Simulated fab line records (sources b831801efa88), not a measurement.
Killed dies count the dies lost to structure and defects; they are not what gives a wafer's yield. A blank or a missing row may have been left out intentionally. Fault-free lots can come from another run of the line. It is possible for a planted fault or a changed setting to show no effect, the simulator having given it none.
A single fault, viewed from 2 desks + flow gf180mcu + every desk sees just its own numbers, and what lay behind them comes last

## FOR THE TOOL OWNER'S DESK: pvdSputter-02
The tool's own readings at GF_TOP_METAL_SPUTTER_00 (material Ti, target thk 37.5 nm, time 150 s): means of the sampled wafers that have a number, for each lot that ran on this tool. If a lot's mean is further than 4 standard deviations from the usual mean, the lot is out of limits and carries the mark OUT (the distance appears in the brackets).
Columns: A = throttleValvePct at GF_TOP_METAL_SPUTTER_00, usual 30.1 %
| lot  | first seen here | A    |
|------|-----------------|------|
| L708 | day 29 23:26    | 30.2 |
| L717 | day 32 11:04    | 30.2 |
Result from this desk: across the 2 lots, nothing is out of limits.

## THE METROLOGY DESK
Lot by lot, what the gauges showed, no matter which tool ran the lot: averages of those sampled wafers that carry a number. If a lot's mean is further than 4 standard deviations from the usual mean, the lot is out of limits and carries the mark OUT (the distance appears in the brackets).
Columns: A = V5_OVL at GF_V5_OVL_MEAS_15, usual 2 nm; B = V5_W_RS at GF_V5_RS_MEAS_24, usual 0.3293 ohm/sq; C = V5_W_THK at GF_V5_THK_MEAS_25, usual 343 nm
| lot  | first seen here | A  | B      | C   |
|------|-----------------|----|--------|-----|
| L704 | day 28 13:40    | 14 | 0.3290 | 341 |
| L708 | day 29 22:01    | -6 | 0.3280 | 342 |
| L717 | day 32 09:38    | -1 | 0.3280 | 349 |
| L721 | day 33 01:19    | 11 | 0.3291 | 345 |
| L723 | day 33 09:58    | 6  | 0.3252 | 347 |
Result from this desk: across the 5 lots, nothing is out of limits.

## ALL TOGETHER
The tool owner's desk saw nothing out of limits.
Nothing out of limits was seen by the metrology desk.

## WHAT WAS PUT IN BY THE SIMULATOR
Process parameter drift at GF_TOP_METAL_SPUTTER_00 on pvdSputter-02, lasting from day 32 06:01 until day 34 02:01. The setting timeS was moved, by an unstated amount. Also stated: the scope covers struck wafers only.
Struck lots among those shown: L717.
